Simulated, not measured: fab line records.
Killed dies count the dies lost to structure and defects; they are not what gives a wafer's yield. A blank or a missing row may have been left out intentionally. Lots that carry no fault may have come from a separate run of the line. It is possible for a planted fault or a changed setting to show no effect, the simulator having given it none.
Split-lot trial || flow sky130 || 23 wafers read from 5 lots, route of 708 steps

== ABOUT THE SPLIT ==
At SKY_SD_N_SOFTBAKE_03 (time 60 s), the setting tempC was moved away from the recipe's 90 C on 5 of the 23 wafers read, by -3.7% to -2.5%. All remaining wafers had this setting at the recipe value.

Split to reading: the file shows no intervening step.

== THE READING ==
NOVOLAK_of_SD_N_COAT_02.thkNm (the simulator's own value, which no gauge read), in nm, at SKY_SD_N_DEVELOP_06 (develop time 60 s). The file does not state a usual value for it. Here, 18 wafers ran the recipe; their average is 1137 nm with a standard deviation of 3.8 nm.

{"wafer": "L077.2", "tool, chamber at the split": "lithoTrack-02, 0", "tempC as run, C": 90, "against the recipe": "recipe", "NOVOLAK_of_SD_N_COAT_02.thkNm, nm": 1144, "against lot-mates on the recipe": "-"}
{"wafer": "L077.4", "tool, chamber at the split": "lithoTrack-02, 0", "tempC as run, C": 90, "against the recipe": "recipe", "NOVOLAK_of_SD_N_COAT_02.thkNm, nm": 1144, "against lot-mates on the recipe": "-"}
{"wafer": "L077.3", "tool, chamber at the split": "lithoTrack-02, 0", "tempC as run, C": 90, "against the recipe": "recipe", "NOVOLAK_of_SD_N_COAT_02.thkNm, nm": 1141, "against lot-mates on the recipe": "-"}
{"wafer": "L077.5", "tool, chamber at the split": "lithoTrack-02, 0", "tempC as run, C": 90, "against the recipe": "recipe", "NOVOLAK_of_SD_N_COAT_02.thkNm, nm": 1142, "against lot-mates on the recipe": "-"}
{"wafer": "L077.6", "tool, chamber at the split": "lithoTrack-02, 0", "tempC as run, C": 90, "against the recipe": "recipe", "NOVOLAK_of_SD_N_COAT_02.thkNm, nm": 1140, "against lot-mates on the recipe": "-"}
{"wafer": "L078.1", "tool, chamber at the split": "lithoTrack-04, 0", "tempC as run, C": 90, "against the recipe": "recipe", "NOVOLAK_of_SD_N_COAT_02.thkNm, nm": 1135, "against lot-mates on the recipe": "-"}
{"wafer": "L078.2", "tool, chamber at the split": "lithoTrack-04, 0", "tempC as run, C": 90, "against the recipe": "recipe", "NOVOLAK_of_SD_N_COAT_02.thkNm, nm": 1130, "against lot-mates on the recipe": "-"}
{"wafer": "L078.3", "tool, chamber at the split": "lithoTrack-04, 0", "tempC as run, C": 90, "against the recipe": "recipe", "NOVOLAK_of_SD_N_COAT_02.thkNm, nm": 1134, "against lot-mates on the recipe": "-"}
{"wafer": "L078.5", "tool, chamber at the split": "lithoTrack-04, 0", "tempC as run, C": 90, "against the recipe": "recipe", "NOVOLAK_of_SD_N_COAT_02.thkNm, nm": 1134, "against lot-mates on the recipe": "-"}
{"wafer": "L078.4", "tool, chamber at the split": "lithoTrack-04, 0", "tempC as run, C": 90, "against the recipe": "recipe", "NOVOLAK_of_SD_N_COAT_02.thkNm, nm": 1133, "against lot-mates on the recipe": "-"}
{"wafer": "L080.1", "tool, chamber at the split": "lithoTrack-04, 0", "tempC as run, C": 86.71, "against the recipe": "-3.7%", "NOVOLAK_of_SD_N_COAT_02.thkNm, nm": 1149, "against lot-mates on the recipe": "+12"}
{"wafer": "L080.2", "tool, chamber at the split": "lithoTrack-04, 0", "tempC as run, C": 90, "against the recipe": "recipe", "NOVOLAK_of_SD_N_COAT_02.thkNm, nm": 1138, "against lot-mates on the recipe": "-"}
{"wafer": "L080.4", "tool, chamber at the split": "lithoTrack-04, 0", "tempC as run, C": 90, "against the recipe": "recipe", "NOVOLAK_of_SD_N_COAT_02.thkNm, nm": 1138, "against lot-mates on the recipe": "-"}
{"wafer": "L080.5", "tool, chamber at the split": "lithoTrack-04, 0", "tempC as run, C": 86.71, "against the recipe": "-3.7%", "NOVOLAK_of_SD_N_COAT_02.thkNm, nm": 1148, "against lot-mates on the recipe": "+11"}
{"wafer": "L080.6", "tool, chamber at the split": "lithoTrack-04, 0", "tempC as run, C": 90, "against the recipe": "recipe", "NOVOLAK_of_SD_N_COAT_02.thkNm, nm": 1136, "against lot-mates on the recipe": "-"}
{"wafer": "L081.1", "tool, chamber at the split": "lithoTrack-03, 0", "tempC as run, C": 87.74, "against the recipe": "-2.5%", "NOVOLAK_of_SD_N_COAT_02.thkNm, nm": 1146, "against lot-mates on the recipe": "+10"}
{"wafer": "L081.2", "tool, chamber at the split": "lithoTrack-03, 0", "tempC as run, C": 90, "against the recipe": "recipe", "NOVOLAK_of_SD_N_COAT_02.thkNm, nm": 1135, "against lot-mates on the recipe": "-"}
{"wafer": "L081.3", "tool, chamber at the split": "lithoTrack-03, 0", "tempC as run, C": 87.74, "against the recipe": "-2.5%", "NOVOLAK_of_SD_N_COAT_02.thkNm, nm": 1145, "against lot-mates on the recipe": "+9"}
{"wafer": "L081.5", "tool, chamber at the split": "lithoTrack-03, 0", "tempC as run, C": 87.74, "against the recipe": "-2.5%", "NOVOLAK_of_SD_N_COAT_02.thkNm, nm": 1151, "against lot-mates on the recipe": "+15"}
{"wafer": "L081.6", "tool, chamber at the split": "lithoTrack-03, 0", "tempC as run, C": 90, "against the recipe": "recipe", "NOVOLAK_of_SD_N_COAT_02.thkNm, nm": 1137, "against lot-mates on the recipe": "-"}
{"wafer": "L082.1", "tool, chamber at the split": "lithoTrack-03, 0", "tempC as run, C": 90, "against the recipe": "recipe", "NOVOLAK_of_SD_N_COAT_02.thkNm, nm": 1134, "against lot-mates on the recipe": "-"}
{"wafer": "L082.5", "tool, chamber at the split": "lithoTrack-03, 0", "tempC as run, C": 90, "against the recipe": "recipe", "NOVOLAK_of_SD_N_COAT_02.thkNm, nm": 1134, "against lot-mates on the recipe": "-"}
{"wafer": "L082.4", "tool, chamber at the split": "lithoTrack-03, 0", "tempC as run, C": 90, "against the recipe": "recipe", "NOVOLAK_of_SD_N_COAT_02.thkNm, nm": 1138, "against lot-mates on the recipe": "-"}

FIT RESULTS
A straight line over all 23 wafers: NOVOLAK_of_SD_N_COAT_02.thkNm changes by -3.51 nm for each +1% of tempC; r = -0.78; the points scatter about the line by 3.7 nm.
The same after taking each lot's own level away (the mean of its wafers on the recipe; 23 wafers): -3.62 nm for each +1%; r = -0.92; scatter 2 nm.
The reading moves by 13 nm for the largest change in tempC, on that fit.
From 1133.2 to 1142.2 nm: that is the span of the lots' own levels, equal to 2.4 times the standard deviation above.
So the lot-to-lot level blurs the effect unless lot-mates are compared.
Check: with one of the wafers moved furthest among these (-3.7%) left out of the fit, the line predicts +14.1 nm for it against its lot-mates. Against them it came out at +11.7 nm.

== ADDITIONAL SPLITS CARRIED BY THESE WAFERS ==
Note: prior to the reading, these wafers also went through further splits. Each is held against what the fit with the lots' levels taken away leaves over:
{"other split on the same wafers": "SKY_LDD_HVP_IMPLANT_08 energyKev", "wafers away from the commonest value": 7, "r with NOVOLAK_of_SD_N_COAT_02.thkNm (lot level and that fit taken away)": -0.04}
{"other split on the same wafers": "SKY_SD_P_IMPLANT_09 doseCm2", "wafers away from the commonest value": 8, "r with NOVOLAK_of_SD_N_COAT_02.thkNm (lot level and that fit taken away)": -0.42}
{"other split on the same wafers": "SKY_RES_XHIGH_COAT_02 spinRpm", "wafers away from the commonest value": 10, "r with NOVOLAK_of_SD_N_COAT_02.thkNm (lot level and that fit taken away)": "+0.27"}

== THE WHOLE CHAIN: every reading that the file lists as answering this split, in the file's order ==
{"step": "SKY_SD_N_DEVELOP_06", "what it does": "develop time 60 s", "reading": "NOVOLAK_of_SD_N_COAT_02.thkNm (the simulator's own value, which no gauge read)", "change (the file's fit)": "-3.54 nm for each +1% of the setting", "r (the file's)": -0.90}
{"step": "SKY_SD_N_STRIP_11", "what it does": "strips in O2/N2", "reading": "stripTimeToEndpointS", "change (the file's fit)": "withheld for each +1% of the setting", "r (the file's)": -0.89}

== FILE'S OWN FIT ==
NOVOLAK_of_SD_N_COAT_02.thkNm changes by -3.54 nm for each +1% of tempC, r = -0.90.
